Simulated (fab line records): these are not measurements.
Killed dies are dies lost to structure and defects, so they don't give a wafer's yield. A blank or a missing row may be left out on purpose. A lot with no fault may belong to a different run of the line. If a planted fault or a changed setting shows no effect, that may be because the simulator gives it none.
Which tool did it? | flow sfqLine | at 1 step of a route of 325, 14 lots with 42 wafers sampled

## WHAT THE GAUGES READ, wafer by wafer
The record holds no reading of a measuring or inspecting step that can be judged against a usual standard deviation.

## WHAT TOOL EACH LOT RAN ON (gives the tool, then ch and the chambers of the sampled wafers, and finally the start)
lot  | SFQ_TRILAYER_M5_LITHO_PEB_126
L388 | lithoTrack-04 ch 0, day 66 10:43
L390 | lithoTrack-01 ch 0, day 67 05:21
L391 | lithoTrack-03 ch 0, day 67 08:57
L394 | lithoTrack-03, day 68 00:39
L395 | lithoTrack-04, day 68 05:27
L399 | lithoTrack-04 ch 0, day 71 18:59
L403 | lithoTrack-03 ch 0, day 72 16:43
L404 | lithoTrack-03 ch 0, day 73 03:49
L405 | lithoTrack-01 ch 0, day 73 11:01
L406 | lithoTrack-03 ch 0, day 73 19:19
L408 | lithoTrack-04 ch 0, day 74 04:55
L409 | lithoTrack-04 ch 0, day 74 09:43
L410 | lithoTrack-01 ch 0, day 74 13:16
L411 | lithoTrack-03 ch 0, day 74 20:55
- SFQ_TRILAYER_M5_LITHO_PEB_126: peb time 60 s.

## WHAT THE TOOLS THEMSELVES READ (means of the sampled wafers that have a number; where no wafer has one, the mark that the record gives instead)
SFQ_TRILAYER_M5_LITHO_PEB_126.
lot  | tool          | chillPlateTempC (C) | exhaustPa (Pa)
L388 | lithoTrack-04 | 23.03               | 44.2
L390 | lithoTrack-01 | 22.99               | 45.3
L391 | lithoTrack-03 | 22.93               | 45.7
L394 | lithoTrack-03 | -                   | -
L395 | lithoTrack-04 | -                   | -
L399 | lithoTrack-04 | 23.13               | 45.4
L403 | lithoTrack-03 | 23.01               | 46.9
L404 | lithoTrack-03 | 23.02               | 44.8
L405 | lithoTrack-01 | 23.03               | 44.8
L406 | lithoTrack-03 | 23.09               | 45.3
L408 | lithoTrack-04 | 23.00               | 44.7
L409 | lithoTrack-04 | 22.95               | 44.8
L410 | lithoTrack-01 | 22.99               | 44.2
L411 | lithoTrack-03 | 23.05               | 44.5

## THE ANSWER, worked out from the rows above alone
Rule: usual is defined by the lots themselves. The widest of any qualifying gaps counts: lots, ordered by their means at a reading, are off when they make up no more than a third of the lots, leave a main group of 4 or more, and stand apart from it by 3 or more times the standard deviation of that group's means. Not used: any main group whose means are identical at the precision the tables above print for the reading. Also off: a lot with no number at a reading for which 4 or more lots have one. All remaining lots with rows at the step are treated as sound. Order of review: gauges by route order, followed by the tools' own readings, for which a lot's mean as printed above is used. The first step at which some lot is off is used, and at that step the reading that is off furthest; a lot without a number counts as furthest.
Off, at SFQ_TRILAYER_M5_LITHO_PEB_126 on chillPlateTempC: L394, L395. Without a number there: L394, L395. The main group: mean 23.02 C, standard deviation 0.053.
A tool fits if, at that step or a process step before it, it ran every lot that is off, and no sound lot after the first of them. No candidate that was tried fits.

## WHAT THE SIMULATOR HAD PUT IN
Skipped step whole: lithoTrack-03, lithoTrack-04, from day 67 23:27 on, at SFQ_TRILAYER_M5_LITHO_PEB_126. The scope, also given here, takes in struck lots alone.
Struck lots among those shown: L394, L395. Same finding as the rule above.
